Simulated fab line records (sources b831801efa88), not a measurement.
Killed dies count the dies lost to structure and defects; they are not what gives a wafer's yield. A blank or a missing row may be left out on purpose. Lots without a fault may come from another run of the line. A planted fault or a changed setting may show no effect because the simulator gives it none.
fab line records	flow sfq_line
record lots=13	wafers=39	last_day=83
route steps=325 shown I5@237
lots that met no fault: from a run of the same line without faults
start_h: the number of hours between the record's first day and the start of the first shown wafer of the lot	wait_h: hours elapsed since this lot's preceding step	" as in the row above	L1.1+2: a row that stands for several wafers	- no value, or no start was given	* or withheld: withheld	< > ~ a bound
route shown NAME@n: NAME is a module with steps in the file, n the number in the route of the first one	usual: the fault-free wafers' mean and standard deviation	same: alike in all rows	chamber/n: place in a boat	sites: each site's reading	_std_site: how widely they spread, as a standard deviation	_edge_site: mean of outer sites minus mean of inner sites	radius_mm: how far each site lies from the wafer's centre	mask NAME#n: copy n	behind: the most recent tool/chamber to have shaped the wafer	hold: the reason the lot was held/the length of the hold in hours/how it ended	device: the n, p or np transistor that did not switch	end of line: at the end of the route, the tests of the same wafers	a step given without rows: its recipe and nothing more	killed: dies that structure and defects cost at the first sort, which is not the same as the wafer's yield	map: a wafer's dies, marking killed ones x, the rest . and places with no die _
set.NAME: the setting the step ran with; set.NAME@STEP: the setting that earlier step ran with	model.NAME: the simulator's own value behind a step, which no gauge read
a sample of lots followed through the steps of the route, with each step as a table and each wafer as a row
services: when a tool's chamber went out of use (start_h, in hours from the record's first day, below 0 if earlier), for how many hours, and the reason
## steps
# step SFQ_TRILAYER_I5_ETCH_VIA_ETCH_147
# recipe stop_on=Nb	mask_material=PR	chemistry=CHF3	target_depth_nm=360	source_w=500	bias_w=80	pressure_mtorr=30	time_s=withheld
# usual drypump_motor_current_A=5.7/0.34	oes_product_au=0.989/0.0058	rf_fwd_power_W=498.1/1.5
lot.wafer	tool	chamber	start_h	wait_h	drypump_motor_current_A	oes_product_au	rf_fwd_power_W
L721.1	rie_diel-01	0	1388.45	0.0	5.8	0.992	496.5
L721.4	"	2	"	"	5.7	0.988	496.8
L721.5	"	1	"	"	5.8	0.989	499.3
L722.1	rie_diel-01	1	1392.05	0.0	5.8	0.976	497.8
L722.2	"	3	"	"	5.1	0.985	498.6
L722.3	"	2	"	"	5.7	0.985	498.5
L723.1	rie_diel-03	1	1394.45	0.0	5.6	0.991	498.8
L723.4	"	0	"	"	6.3	0.982	497.7
L723.6	"	3	"	"	5.8	0.990	497.8
L724.1	rie_diel-02	2	1415.71	0.0	5.6	0.992	498.5
L724.3	"	3	"	"	5.3	0.993	499.9
L724.5	"	3	"	"	5.3	0.982	499.7
L725.1	rie_diel-03	3	1606.17	0.0	5.7	0.985	500.8
L725.3	"	0	"	"	6.3	0.992	496.6
L725.6	"	1	"	"	5.5	1.003	499.1
L730.2	rie_diel-03	0	1628.62	0.0	6.3	0.994	576.2
L730.3	"	2	"	"	5.5	0.983	498.9
L730.6	"	3	"	"	5.7	0.987	496.4
L731.1	rie_diel-02	0	1629.82	0.0	6.3	0.986	501.3
L731.3	"	2	"	"	5.6	0.982	495.4
L731.6	"	2	"	"	5.6	0.996	496.0
L732.1	rie_diel-01	3	1635.82	0.0	5.1	0.985	498.2
L732.5	"	1	"	"	5.8	0.989	500.1
L732.6	"	0	"	"	5.8	0.988	495.9
L733.1	rie_diel-01	2	1640.79	0.0	5.7	0.992	499.6
L733.2	"	1	"	"	5.8	0.987	499.0
L733.3	"	0	"	"	5.8	0.993	495.6
L735.2	rie_diel-01	2	1664.62	0.0	5.7	0.986	497.5
L735.5	"	0	"	"	5.8	0.985	498.7
L735.6	"	3	"	"	5.2	0.988	497.9
L737.4	rie_diel-02	0	1680.22	0.0	6.4	0.994	498.1
L737.5	"	1	"	"	5.1	0.996	497.3
L737.6	"	0	"	"	6.4	0.994	496.3
L740.3	rie_diel-01	0	1692.05	0.0	5.9	0.983	496.1
L740.4	"	2	"	"	5.7	0.977	497.9
L740.5	"	0	"	"	5.9	0.991	498.8
L742.4	rie_diel-01	0	1696.82	0.0	5.8	1.000	500.5
L742.5	"	0	"	"	5.8	0.997	498.7
L742.6	"	3	"	"	5.1	0.997	496.9
## services
tool	chamber	start_h	hours	kind
rie_diel-01	-	1404.55	4.3	pm
rie_diel-02	1	1407.62	9.5	repair
rie_diel-03	1	1413.42	7.7	repair
rie_diel-03	2	1443.96	4.0	repair
rie_diel-01	-	1465.71	0.2	repair
rie_diel-03	2	1503.68	22.3	repair
rie_diel-03	1	1508.88	2.3	repair
rie_diel-03	-	1578.76	0.7	repair
rie_diel-01	1	1598.37	5.5	repair
rie_diel-02	-	1637.06	2.8	pm
rie_diel-03	2	1646.57	6.0	repair
rie_diel-01	2	1650.10	6.1	repair
rie_diel-02	3	1659.84	3.4	repair
rie_diel-01	3	1679.86	4.3	repair
rie_diel-01	-	1693.17	0.8	repair
rie_diel-02	1	1694.57	-	clean
rie_diel-02	1	1694.57	22.7	scheduled_down
rie_diel-02	1	1694.57	22.7	vent_cycle
## key
first_sign step=SFQ_TRILAYER_I5_ETCH_VIA_ETCH_147	reading=rf_fwd_power_W	direction=up	sigmas=53	usual=498.1	struck=576.2
effect none on later readings
met_at SFQ_TRILAYER_I5_ETCH_VIA_ETCH_147
struck_lots L730
struck_wafers L730.2
onset_between 1606.17 1628.62
fault kind=process_parameter_drift	tool=rie_diel-03	chamber=0	onset_h=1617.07	steps=SFQ_TRILAYER_I5_ETCH_VIA_ETCH_147	channel=source_w	offset=80	shape=step	end_h=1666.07	acts_in=these_recipes_only	stated=500
